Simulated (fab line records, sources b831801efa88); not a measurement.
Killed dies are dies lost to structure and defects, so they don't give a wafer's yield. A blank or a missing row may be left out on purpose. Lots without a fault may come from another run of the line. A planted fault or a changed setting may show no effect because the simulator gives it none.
Problem report in the 8D (eight disciplines) form, filled by code | flow sfq_line | the parts of the form that need people (team, actions taken, sign-off) are left out

1. THE PROBLEM
oes_product_au at SFQ_TRILAYER_JJ_CE_ETCH_RIE_118 reads a mean of 0.929 a.u. on 4 wafers of 3 lots; wafers without a fault read 0.987 a.u. with a standard deviation of 0.0069. That is -8.3 standard deviations from the usual mean.
The step: chemistry SF6, target Nb, stops on Al2O3, time 97.7 s, target depth 170 nm.
First seen on wafer L220.1, day 64 09:45, on rie_metal-04. The record holds 21 wafers of 7 lots with a number at this step. Rule for "out", or "out of limits": more than 4 standard deviations from the usual mean. The other wafers with a number count as sound.

2. WHAT IT IS AND WHAT IT IS NOT
question                    | is                             | is not
which readings at this step | oes_product_au                 | drypump_motor_current_A
which lots                  | L220, L221, L222               | L218, L223, L227, L228
which wafers of those lots  | L220.1, L220.5, L221.2, L222.2 | L220.6, L221.3, L221.4, L222.3, L222.6
read on which tools         | rie_metal-04                   | rie_metal-01, rie_metal-02
when                        | from day 64 09:45              | up to then (4 sound wafers); but 13 sound wafers of L221, L222, L223, L227, L228 came after

3. SUSPECTS, AND WHAT RULES EACH OUT
Counting: a tool at a process step up to the reading stays a suspect if it ran every lot that is out. Sound lots after the first of them don't rule it out here, since some wafers of a struck lot are sound.
- rie_metal-04 at SFQ_TRILAYER_JJ_CE_BARC_OPEN_RIE_150 (chemistry O2, target BARC, target depth 240 nm, time 80 s): kept. It ran every lot that is out, first L220 (day 64 09:39).
- rie_metal-04 at SFQ_TRILAYER_JJ_CE_ETCH_RIE_118 (chemistry SF6, target Nb, stops on Al2O3, time 97.7 s, target depth 170 nm): kept. It ran every lot that is out, first L220 (day 64 09:45). Its own readings are out on those wafers: oes_product_au.
Left after counting: rie_metal-04 at SFQ_TRILAYER_JJ_CE_BARC_OPEN_RIE_150, rie_metal-04 at SFQ_TRILAYER_JJ_CE_ETCH_RIE_118.

4. THE CAUSE (what the simulator had put in)
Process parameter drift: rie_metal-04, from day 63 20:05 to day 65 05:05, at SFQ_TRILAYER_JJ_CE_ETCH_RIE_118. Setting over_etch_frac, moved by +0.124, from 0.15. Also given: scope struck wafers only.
Counting left 2 suspects, and this tool is among them.

5. THE CHAIN OF EFFECTS, in route order
Each row: a reading whose mean over the struck wafers that have a number lies more than 3 standard deviations from the usual. Only readings for which the record gives a usual standard deviation are gone through. hours: the time from each lot's start at the first step in this table that gives one to its start at this step, as a median over the lots. sigmas: the change in usual standard deviations.
hours | step                            | reading        | usual      | on struck wafers | change | sigmas
0     | SFQ_TRILAYER_JJ_CE_ETCH_RIE_118 | oes_product_au | 0.987 a.u. | 0.929            | -0.057 | -8.3
The process steps in it:
- SFQ_TRILAYER_JJ_CE_ETCH_RIE_118: chemistry SF6, target Nb, stops on Al2O3, time 97.7 s, target depth 170 nm.

6. WHAT WOULD HAVE CAUGHT IT SOONER
In this record the first reading out of limits was taken at day 64 09:45, 14 hours after the fault began at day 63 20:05.
